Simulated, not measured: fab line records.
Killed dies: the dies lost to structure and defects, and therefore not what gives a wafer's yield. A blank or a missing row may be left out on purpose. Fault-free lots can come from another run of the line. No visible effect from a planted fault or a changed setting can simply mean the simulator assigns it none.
A lot that was struck, set against a sound lot / flow sky130 / 34 out of 708 route steps
Sound: these wafers, L395.3, L395.4, L395.5. The struck wafers were L399.1, L399.3, L399.5. The cause is named last.
For every step that has rows: the tool of each side, followed by ch and its chambers, followed by its first start. Under that, the readings that differ: sound wafers / struck wafers / difference of the means / sigmas: that difference in standard deviations of wafers without a fault.
alike: readings with means less than 2 such deviations apart, plus words and numbers identical on both sides. not compared: withheld readings, readings lacking a value on some wafer, bounds such as >300 that could conceal the same value, and numbers that have no deviation in the record and whose values overlap.
The two part at a step that has a row with sigmas, a row that says differs or no value, or rows on one side only. When numbers do not overlap yet have no deviation, they are printed without sigmas and do not part them. A reading that every wafer of one side lacks parts them only if that side has two wafers or more.

SKY_SD_P_CD_MEAS_07: target cd 380 nm.
  sound on cdSem-01, day 28 05:14; struck on cdSem-02, day 29 02:59
  alike: cdNm
SKY_SD_P_OVL_MEAS_08:
  sound on overlay-02, day 28 05:19; struck on overlay-02, day 29 03:07
  alike: SD_P_OVL
next, for these wafers, 1 step has no rows: SKY_SD_P_IMPLANT_09.
SKY_SD_P_STRIP_10: strips in O2/N2.
  sound on plasmaAsher-01 ch 0,1, day 28 05:32; struck on plasmaAsher-01 ch 0,1, day 29 03:17
  alike: drypumpMotorCurrentA, oesProductAu, stripTimeToEndpointS
  not compared: rfHoursCounterH
SKY_SD_P_TW_MEAS_11:
  sound on filmMetro-04, day 28 05:37; struck on filmMetro-02, day 29 03:23
  alike: SD_P_TW
then, 7 steps without rows for these wafers: SKY_RES_XHIGH_DEHYDRATE_00 (time 60 s); SKY_RES_XHIGH_HMDS_01 (prime time 60 s); SKY_RES_XHIGH_COAT_02 (resist thk 1140 nm); SKY_RES_XHIGH_SOFTBAKE_03 (time 60 s); SKY_RES_XHIGH_EXPOSE_04 (exposes mask URPM, target cd 1270 nm); SKY_RES_XHIGH_PEB_05; SKY_RES_XHIGH_DEVELOP_06 (develop time 60 s).
SKY_RES_XHIGH_IMPLANT_07:
  sound on implanter-03 ch 0, day 29 11:07; struck on implanter-04 ch 0, day 30 06:27
reading=doseIonsCm2; sound=3.603e+14 3.596e+14 3.602e+14; struck=3.526e+14 3.529e+14 3.533e+14; difference=-7.100e+12; sigmas=-20
SKY_RES_XHIGH_STRIP_08: strips in O2/N2.
  sound on plasmaAsher-01 ch 0,1, day 29 11:15; struck on plasmaAsher-04 ch 0,1, day 30 06:36
reading=drypumpMotorCurrentA (A); sound=6.4 6.5 6.5; struck=5.6 5.5 5.5; difference=-0.9; sigmas=-2
reading=stripTimeToEndpointS (s); sound=14.31 14.32 14.35; struck=14.24 14.21 14.26; difference=-0.09; sigmas=-3
  alike: oesProductAu
  not compared: rfHoursCounterH
SKY_RES_XHIGH_TW_MEAS_09:
  sound on filmMetro-03, day 29 11:20; struck on filmMetro-03, day 30 06:43
  alike: RES_XHIGH_TW
then, 7 steps without rows for these wafers: SKY_SD_N_DEHYDRATE_00 (time 60 s); SKY_SD_N_HMDS_01 (prime time 60 s); SKY_SD_N_COAT_02 (resist thk 1140 nm); SKY_SD_N_SOFTBAKE_03 (time 60 s); SKY_SD_N_EXPOSE_04 (exposes mask NSDM, target cd 380 nm); SKY_SD_N_PEB_05; SKY_SD_N_DEVELOP_06 (develop time 60 s).
SKY_SD_N_CD_MEAS_07: target cd 380 nm.
  sound on cdSem-02, day 30 15:05; struck on cdSem-01, day 31 10:23
  alike: cdNm
SKY_SD_N_OVL_MEAS_08:
  sound on overlay-01, day 30 15:10; struck on overlay-01, day 31 10:31
  alike: SD_N_OVL
then, 2 steps without rows for these wafers: SKY_SD_N_IMPLANT_09; SKY_SD_N_IMPLANT_10.
SKY_SD_N_STRIP_11: strips in O2/N2.
  sound on plasmaAsher-01 ch 0,1, day 30 15:32; struck on plasmaAsher-01 ch 0,1, day 31 10:51
  alike: drypumpMotorCurrentA, oesProductAu, stripTimeToEndpointS
  not compared: rfHoursCounterH
SKY_SD_N_TW_MEAS_12:
  sound on filmMetro-02, day 30 15:37; struck on filmMetro-02, day 31 10:57
  alike: SD_N_TW
then, 1 step without rows for these wafers: SKY_SD_N_CLEAN_13 (cleans in SC1/SC2, time 150 s).
SKY_SD_N_RTA_14: time 2 s.
  sound on rtpAnneal-02 ch 0, day 30 15:44; struck on rtpAnneal-01 ch 0, day 31 11:04
  alike: chamberO2Ppm, lampPowerPct, wafer_temp_C_max
SKY_SD_N_RS_MEAS_16: the measuring method here is four-point-probe.
  sound on filmMetro-04, day 30 15:55; struck on filmMetro-04, day 31 11:14
reading=SD_N_RS (ohm/sq); sound=68.63 68.60 68.73; struck=68.28 68.49 68.38; difference=-0.27; sigmas=-2
SKY_SD_N_RS_MEAS_17: the measuring method here is four-point-probe.
  sound on filmMetro-04, day 30 16:02; struck on filmMetro-04, day 31 11:22
  alike: SD_P_RS
SKY_SD_N_RS_MEAS_18: the measuring method here is four-point-probe.
  sound on filmMetro-04, day 30 16:10; struck on filmMetro-04, day 31 11:46
reading=RES_XHIGH_RS (ohm/sq); sound=333.2 333.3 333.3; struck=340.8 340.3 339.8; difference=+7.0; sigmas=+6
  not compared: hold
-- a jump in the record: the struck wafers' starts before and after are 17 days apart (it breaks off in module SD_N and resumes in module PAD_OPEN, where the first step shown is number 708 of the route) --
SKY_PAD_OPEN_PROBE_99:
  sound on prober-01, day 48 01:26; struck on prober-02, day 48 18:31
  alike: killed_at_M0_to_M3, killed_at_M4_up, killedAtContacts, killedAtFrontEnd, killedAtOther, killedDies, killedOpen, killedShort
  not compared: model.etest.resXhighPo.rsOhmSq

## WHERE THEY PART
First at SKY_RES_XHIGH_IMPLANT_07; last, within this record, at SKY_SD_N_RS_MEAS_18. Later steps at which nothing parts them and some readings are alike: SKY_PAD_OPEN_PROBE_99.

WHY: what had been put in by the simulator
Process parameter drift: implanter-04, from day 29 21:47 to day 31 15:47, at SKY_RES_XHIGH_IMPLANT_07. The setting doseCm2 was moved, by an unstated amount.
